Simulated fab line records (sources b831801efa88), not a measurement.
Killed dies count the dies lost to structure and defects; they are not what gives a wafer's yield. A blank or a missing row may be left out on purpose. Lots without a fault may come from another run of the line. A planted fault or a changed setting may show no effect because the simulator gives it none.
Problem report in the 8D (eight disciplines) form, filled by code    flow sky130    the parts of the form that need people (team, actions taken, sign-off) are left out

## 1. WHAT WENT WRONG
exposure_dose_mJ_cm2 at SKY_CAPM_EXPOSE_09 reads a mean of 156.04 on 6 wafers of 2 lots; wafers without a fault read 158.99 with a standard deviation of 0.17. That puts it -17 standard deviations away from the usual mean.
The step: exposes mask CAPM, target cd 1000 nm.
The first sign was on wafer L453.1 at day 42 02:47, on iline_stepper-02. The record has a number at this step for 36 wafers belonging to 12 lots. The rule behind "out" and "out of limits": a value lying over 4 standard deviations away from the usual mean. The rest of the wafers with a number are treated as sound.

## 2. WHAT IT IS, AND WHAT IT ISN'T
question                     is                      is not
which readings at this step  exposure_dose_mJ_cm2    -
which lots                   L453, L454              L437, L438, L440, L442, L443, L444, L447, L452, L455, L458
which wafers of those lots   all that have a number  -
read on which tools          iline_stepper-02        iline_stepper-01
when                         from day 42 02:47       up to then (24 sound wafers); but 6 sound wafers of L455, L458 came after

## 3. THE SUSPECTS, EACH WITH WHAT RULES IT OUT
Counting: a tool stays on the suspect list if, at a process step up to the reading, it processed all lots that are out and no sound lot following the first of them.
- rie_metal-02 at SKY_METAL2_METAL_ETCH_19 (etches the open film in Cl2/BCl3, stops on SiO2, target depth 360 nm, time 78 s): ruled out as a lasting fault. After its first lot that is out, L453 (day 40 11:22), sound lots L455 ran on it.
- iline_stepper-02 at SKY_CAPM_EXPOSE_09 (exposes mask CAPM, target cd 1000 nm): kept. All lots that are out passed through it, beginning with L453 at day 42 02:47, and no sound lot followed; its final sound lot before that point was L444 at day 40 02:37. Its own readings are out on those wafers: exposure_dose_mJ_cm2.
The count leaves iline_stepper-02 at SKY_CAPM_EXPOSE_09.

## 4. THE CAUSE (what the simulator had put in)
Drift in process parameters on iline_stepper-02 at SKY_CAPM_EXPOSE_09, starting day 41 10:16. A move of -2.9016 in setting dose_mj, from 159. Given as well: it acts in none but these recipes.
After counting, this tool was the only one left.

## 5. SEQUENCE OF EFFECTS, ordered by route
Each row: a reading whose mean over the struck wafers that have a number lies more than 3 standard deviations from the usual. Scope: only readings with a usual standard deviation given in the record; hours: median across lots of the time from each lot's start at the first step in this table that gives one to its start at this step; sigmas: change in usual standard deviations.
hours  step                reading               usual   on struck wafers  change  sigmas
0      SKY_CAPM_EXPOSE_09  exposure_dose_mJ_cm2  158.99  156.04            -2.95   -17
The process steps in it:
- SKY_CAPM_EXPOSE_09: exposes mask CAPM, target cd 1000 nm.

## 6. HOW IT WOULD HAVE BEEN CAUGHT EARLIER
In this record the first reading out of limits was taken at day 42 02:47, 17 hours after the fault began at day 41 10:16.
